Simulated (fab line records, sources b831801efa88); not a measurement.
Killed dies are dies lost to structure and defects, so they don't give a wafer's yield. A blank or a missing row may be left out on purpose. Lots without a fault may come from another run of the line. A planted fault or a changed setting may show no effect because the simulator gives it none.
Chamber matching | flow sky130 | SKY_CONTACT_CMP_04 on cmp-02: 4 sister chambers
The step polishes SiO2. 16 wafers are shown with their chamber, then 8 later ones without.

WAFERS WITH THEIR CHAMBER
wafer  | chamber | motor_current_A (A) | time_to_endpoint_s (s)
L992.1 | 1       | 11.2                | 73
L992.2 | 0       | 11.7                | 79
L992.6 | 0       | 12.2                | 74
L993.1 | 3       | 12.2                | 79
L993.3 | 2       | 12.7                | 81
L993.6 | 1       | 12.2                | 78
L996.1 | 2       | 12.4                | 78
L996.2 | 1       | 12.6                | 79
L996.6 | 0       | 12.0                | 80
L110.2 | 3       | 12.1                | 79
L110.5 | 0       | 12.2                | 82
L110.6 | 1       | 11.9                | 77
L111.1 | 2       | 12.1                | 75
L111.2 | 3       | 12.1                | 82
L111.4 | 1       | 11.9                | 78
L112.2 | 0       | 12.6                | 82

SIGNATURES (means of the wafers above)
reading            | chamber 0 | chamber 1 | chamber 2 | chamber 3 | scatter within a chamber
motor_current_A    | 12.140    | 11.960    | 12.400    | 12.133    | 0.373
time_to_endpoint_s | 79.40     | 77.00     | 78.00     | 80.00     | 2.73
Rule: a wafer's distance from a chamber is the root of the sum, over the readings, of the square of ((its reading less the chamber's mean) divided by the reading's scatter). The wafer belongs to the nearest chamber; if the next one is less than 2 further off, it can't be placed. The scatter: the root of (the sum of the squares of (reading less its chamber's mean) over the shown wafers, divided by (wafers less chambers)).

WAFERS WITHOUT THEIR CHAMBER
wafer  | motor_current_A (A) | time_to_endpoint_s (s)
L112.3 | 11.9                | 78
L112.6 | 11.7                | 79
L113.3 | 12.0                | 80
L113.4 | 11.5                | 76
L113.5 | 13.0                | 82
L114.1 | 11.7                | 76
L114.2 | 11.6                | 80
L114.4 | 12.5                | 77

WHICH CHAMBER EACH WENT THROUGH
wafer  | from the rows above               | in truth
L112.3 | can't be placed: 1 or 0 or 3 or 2 | 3
L112.6 | can't be placed: 1 or 0 or 3 or 2 | 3
L113.3 | can't be placed: 3 or 0 or 1 or 2 | 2
L113.4 | can't be placed: 1 or 0 or 3 or 2 | 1
L113.5 | can't be placed: 2 or 3 or 0 or 1 | 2
L114.1 | can't be placed: 1 or 0 or 3 or 2 | 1
L114.2 | can't be placed: 3 or 1 or 0 or 2 | 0
L114.4 | can't be placed: 2 or 0 or 1 or 3 | 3
Placed correctly: 0 of 8. Can't be placed from these rows: 8 (the true chamber is among the candidates in 8). Placed wrongly: 0.
